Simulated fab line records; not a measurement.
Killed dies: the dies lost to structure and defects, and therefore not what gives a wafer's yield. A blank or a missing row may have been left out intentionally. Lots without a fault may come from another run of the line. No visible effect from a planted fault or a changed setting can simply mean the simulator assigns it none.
The same fault as seen by 2 desks :: flow sky130 :: only its own numbers are on each desk; what lay behind them is given at the end

## METROLOGY DESK
Means of the sampled wafers that have a number, per lot and without regard to the tool the lot ran on: this is what the gauges read. The brackets show how far a lot's mean lies from the usual mean; more than 4 standard deviations puts the lot out of limits, marked OUT.
Columns: A = cd nm at SKY_VIA1_CD_MEAS_12, usual 149.6 nm; B = VIA1_W_RS at SKY_VIA1_RS_MEAS_22, usual 0.430 ohm/sq
lot: L999
first seen here: day 34 09:53
A: 148.4
B: 0.430

lot: L101
first seen here: day 35 06:34
A: 147.9
B: 0.436

lot: L102
first seen here: day 35 06:54
A: 151.9
B: 0.436

lot: L105
first seen here: day 36 08:58
A: 148.5
B: 0.431

lot: L108
first seen here: day 37 13:28
A: 149.4
B: 0.435

lot: L112
first seen here: day 39 12:28
A: 151.7
B: 0.433

lot: L113
first seen here: day 39 13:41
A: 147.6
B: 0.418

lot: L114
first seen here: day 39 16:10
A: 150.8
B: 0.432

lot: L117
first seen here: day 40 02:35
A: 146.2
B: 0.432

lot: L119
first seen here: day 41 02:11
A: 153.1
B: 0.423

lot: L120
first seen here: day 41 15:50
A: 148.7
B: 0.431
This desk's verdict: no lot among the 11 shows anything out of limits.

## FOR THE TOOL OWNER'S DESK: litho track-02
The tool's own readings at SKY_METAL2_COAT_09 (resist thk 60 nm): means of the sampled wafers that have a number, for each lot that ran on this tool. The brackets show how far a lot's mean lies from the usual mean; more than 4 standard deviations puts the lot out of limits, marked OUT.
Columns: A = spin speed rpm at SKY_METAL2_COAT_09, usual 3000.0 rpm
lot: L102
first seen here: day 35 21:33
A: 3000.3

lot: L108
first seen here: day 38 03:26
A: 2999.5

lot: L112
first seen here: day 40 02:32
A: 3002.0

lot: L113
first seen here: day 40 03:17
A: 2737.9 (-99 or more) OUT

lot: L117
first seen here: day 40 16:41
A: 2735.6 (-99 or more) OUT
Finding of this desk: L113, L117 out of limits; the first was L113 at day 40 03:17, on spin speed rpm at SKY_METAL2_COAT_09. In limits: L102, L108, L112.

## BROUGHT TOGETHER
The tool owner's desk had the chance to raise an alarm at day 40 03:17 on L113, L117.
At the metrology desk, nothing out of limits was observed.
The metrology desk holds a record of L113, L117, inside its limits.
Of the lots named, all ran SKY_METAL2_COAT_09 on litho track-02.

## WHAT THE SIMULATOR PUT IN
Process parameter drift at SKY_METAL2_COAT_09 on litho track-02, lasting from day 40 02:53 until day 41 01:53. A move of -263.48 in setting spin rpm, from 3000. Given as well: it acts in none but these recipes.
Shown lots that were struck: L113, L117.
Time in hours from fault onset to the first out-of-limits reading at each desk: the tool owner's desk, 0.
